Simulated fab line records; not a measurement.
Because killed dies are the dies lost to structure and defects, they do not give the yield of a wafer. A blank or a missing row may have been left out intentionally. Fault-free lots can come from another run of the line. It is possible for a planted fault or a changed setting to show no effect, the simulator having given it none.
Lot-split experiment    flow gf180mcu    27 wafers read across 5 lots, on a route 602 steps long

## THE SPLIT ITSELF
At GF_MIM_METAL_ETCH_19 (etches the open film in Cl2/BCl3, stops on Si3N4, target depth 324.5 nm, time 54.1 s), the setting time_s was moved away from the recipe's 54.1 s on 6 of the 27 wafers read, by -43.5% to -28.4%. All remaining wafers had this setting at the recipe value.

The reading comes from the split's own step.

## THE READING
oes_product_au, in a.u., at GF_MIM_METAL_ETCH_19 (etches the open film in Cl2/BCl3, stops on Si3N4, target depth 324.5 nm, time 54.1 s). Fault-free wafers of this fab line usually give 0.941 a.u., standard deviation 0.0065 a.u.

wafer   tool, chamber at the split  time_s as run, s  against the recipe  oes_product_au, a.u.  against lot-mates on the recipe
L074.1  rie_metal-02, 1             54.1              recipe              0.945                 -
L074.2  rie_metal-02, 1             54.1              recipe              0.934                 -
L074.3  rie_metal-02, 1             54.1              recipe              0.943                 -
L074.4  rie_metal-02, 1             38.72             -28.4%              0.997                 +0.056
L074.5  rie_metal-02, 1             38.72             -28.4%              1.015                 +0.074
L074.6  rie_metal-02, 1             38.72             -28.4%              0.990                 +0.049
L076.1  rie_metal-02, 1             54.1              recipe              0.929                 -
L076.2  rie_metal-02, 0             54.1              recipe              0.929                 -
L076.3  rie_metal-02, 0             54.1              recipe              0.942                 -
L076.4  rie_metal-02, 1             54.1              recipe              0.943                 -
L076.5  rie_metal-02, 0             54.1              recipe              0.935                 -
L076.6  rie_metal-02, 1             54.1              recipe              0.937                 -
L078.1  rie_metal-01, 1             54.1              recipe              0.946                 -
L078.2  rie_metal-01, 0             54.1              recipe              0.939                 -
L078.5  rie_metal-01, 0             54.1              recipe              0.935                 -
L081.1  rie_metal-04, 0             54.1              recipe              0.937                 -
L081.2  rie_metal-04, 1             30.54             -43.5%              0.999                 +0.056
L081.3  rie_metal-04, 1             30.54             -43.5%              1.010                 +0.067
L081.4  rie_metal-04, 0             54.1              recipe              0.944                 -
L081.5  rie_metal-04, 0             30.54             -43.5%              0.996                 +0.053
L081.6  rie_metal-04, 1             54.1              recipe              0.947                 -
L084.1  rie_metal-04, 0             54.1              recipe              0.937                 -
L084.2  rie_metal-04, 0             54.1              recipe              0.934                 -
L084.3  rie_metal-04, 0             54.1              recipe              0.950                 -
L084.4  rie_metal-04, 0             54.1              recipe              0.936                 -
L084.5  rie_metal-04, 0             54.1              recipe              0.940                 -
L084.6  rie_metal-04, 0             54.1              recipe              0.937                 -

FIT RESULTS
A straight line over all 27 wafers: oes_product_au changes by -0.00164 a.u. for each +1% of time_s; r = -0.95; the points scatter about the line by 0.0089 a.u.
The same after taking each lot's own level away (the mean of its wafers on the recipe; 27 wafers): -0.00156 a.u. for each +1%; r = -0.94; scatter 0.0088 a.u.
That fit puts the effect of the largest move of time_s on the reading at 0.068 a.u.
Across the lots, their own levels run from 0.9358 to 0.9427 a.u., a range of 1.1 times the standard deviation given above.
The two slopes are in agreement: the lot-to-lot level therefore moves the slope only a little.
Check: +0.0725 a.u. against its lot-mates is what the line predicts for one of the wafers moved furthest among these (-43.5%) when that wafer is left out of the fit. It came out at +0.0563 a.u. against them.
Tool readings at the split's step, against how far the setting was moved: oes_product_au r = -0.95.

## FURTHER SPLITS ON THESE WAFERS
Note: prior to the reading, these wafers also went through further splits. Each is held against what the fit with the lots' levels taken away leaves over:
other split on the same wafers    wafers away from the commonest value  r with oes_product_au (lot level and that fit taken away)
GF_STI_OXIDATION_29 ox_time_s     18                                    +0.16
GF_POLY_GATE_ETCH_13 time_s       12                                    -0.12
GF_PSD_DEVELOP_06 develop_time_s  9                                     -0.29
GF_M1_SPUTTER_03 time_s           6                                     -0.21
GF_V3_SPUTTER_21 time_s           6                                     -0.16
GF_MIM_SPUTTER_01 time_s          6                                     -0.24

## THE WHOLE CHAIN: every reading that the file lists as answering this split, in the file's order
step                  what it does                                                                          reading                                                                         change (the file's fit)                    r (the file's)
GF_MIM_METAL_ETCH_19  etches the open film in Cl2/BCl3, stops on Si3N4, target depth 324.5 nm, time 54.1 s  oes_product_au                                                                  -0.00158 a.u. for each +1% of the setting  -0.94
GF_MIM_METAL_ETCH_19  etches the open film in Cl2/BCl3, stops on Si3N4, target depth 324.5 nm, time 54.1 s  MIM.feature_depth_nm (the simulator's own value, which no gauge read)           +2.37 nm for each +1% of the setting       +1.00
GF_MIM_METAL_ETCH_19  etches the open film in Cl2/BCl3, stops on Si3N4, target depth 324.5 nm, time 54.1 s  NOVOLAK_of_MIM_COAT_14.thk_nm (the simulator's own value, which no gauge read)  -1.34 nm for each +1% of the setting       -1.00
GF_MIM_STRIP_20       strips in O2/N2                                                                       strip_time_to_endpoint_s                                                        withheld for each +1% of the setting       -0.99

## THE FILE'S OWN FIT
oes_product_au changes by -0.00158 a.u. for each +1% of time_s, r = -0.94.
